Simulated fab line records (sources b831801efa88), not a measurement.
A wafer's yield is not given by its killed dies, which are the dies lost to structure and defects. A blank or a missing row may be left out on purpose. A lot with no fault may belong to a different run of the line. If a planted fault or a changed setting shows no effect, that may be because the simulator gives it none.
Problem report, 8D (eight disciplines) form, completed by code | flow sky130 | the parts of the form that need people (team, actions taken, sign-off) are left out

## 1. THE ISSUE
At SKY_GATE_OXIDE_STRIP_13, strip time to endpoint s averages 7.87 s over 6 wafers from 2 lots, while fault-free wafers read 14.19 s, standard deviation 0.039. That is -99 or more standard deviations from the usual mean.
The step: strips in O2/N2.
Seen first at day 14 23:16 on plasma asher-01, wafer L474.2. The record has a number at this step for 36 wafers belonging to 12 lots. By rule, "out" or "out of limits" means more than 4 standard deviations away from the usual mean. The other wafers with a number count as sound.

## 2. WHAT THIS IS AND IS NOT
question                    | is                                       | is not
which readings at this step | strip time to endpoint s, oes product au | drypump motor current A
which lots                  | L474, L475                               | L473, L478, L484, L485, L486, L487, L489, L491, L492, L494
which wafers of those lots  | all that have a number                   | -
read on which tools         | plasma asher-01, plasma asher-03         | plasma asher-04
when                        | from day 14 23:16                        | up to then (3 sound wafers); but 27 sound wafers of L478, L484, L485, L486, L487, L489, L491, L492, L494 came after

## 3. WHAT RULES OUT EACH SUSPECT
Counting: a tool at any process step up to the reading remains a suspect when it ran all the lots that are out and ran no sound lot after the first of those.
- litho track-01 at SKY_GATE_OXIDE_COAT_05 (resist thk 1140 nm): ruled out as a lasting fault. After its first lot that is out, L474 (day 14 09:12), sound lots L489, L491, L492 ran on it.
Left after counting: nothing in the record.

## 4. THE CAUSE (what the simulator had put in)
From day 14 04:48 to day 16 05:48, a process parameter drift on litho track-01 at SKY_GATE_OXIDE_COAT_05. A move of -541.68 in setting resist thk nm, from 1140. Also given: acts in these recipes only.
Counting ruled it out, wrongly: the rule takes a fault to strike every lot that its tool runs from its start on, and this one did not.

## 5. THE CHAIN OF EFFECTS, in route order
Rows list readings where the struck wafers' mean (over those with a number) sits beyond 3 standard deviations from the usual. Only readings for which the record gives a usual standard deviation are gone through. hours: the time from each lot's start at the first step in this table that gives one to its start at this step, as a median over the lots. sigmas: the change in usual standard deviations.
hours | step                    | reading                  | usual      | on struck wafers | change | sigmas
0     | SKY_GATE_OXIDE_STRIP_13 | oes product au           | 0.716 a.u. | 0.560            | -0.156 | -35
0     | SKY_GATE_OXIDE_STRIP_13 | strip time to endpoint s | 14.19 s    | 7.87             | -6.32  | -99 or more
Here are the process steps it includes:
- SKY_GATE_OXIDE_STRIP_13: strips in O2/N2.

## 6. HOW IT WOULD HAVE BEEN CAUGHT EARLIER
In this record the first reading out of limits was taken at day 14 23:16, 18 hours after the fault began at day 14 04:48.
Of the tool readings at SKY_GATE_OXIDE_COAT_05 for which the record gives a usual standard deviation, none was out on any struck wafer, so an alarm limit of 4 standard deviations on them would not have fired.
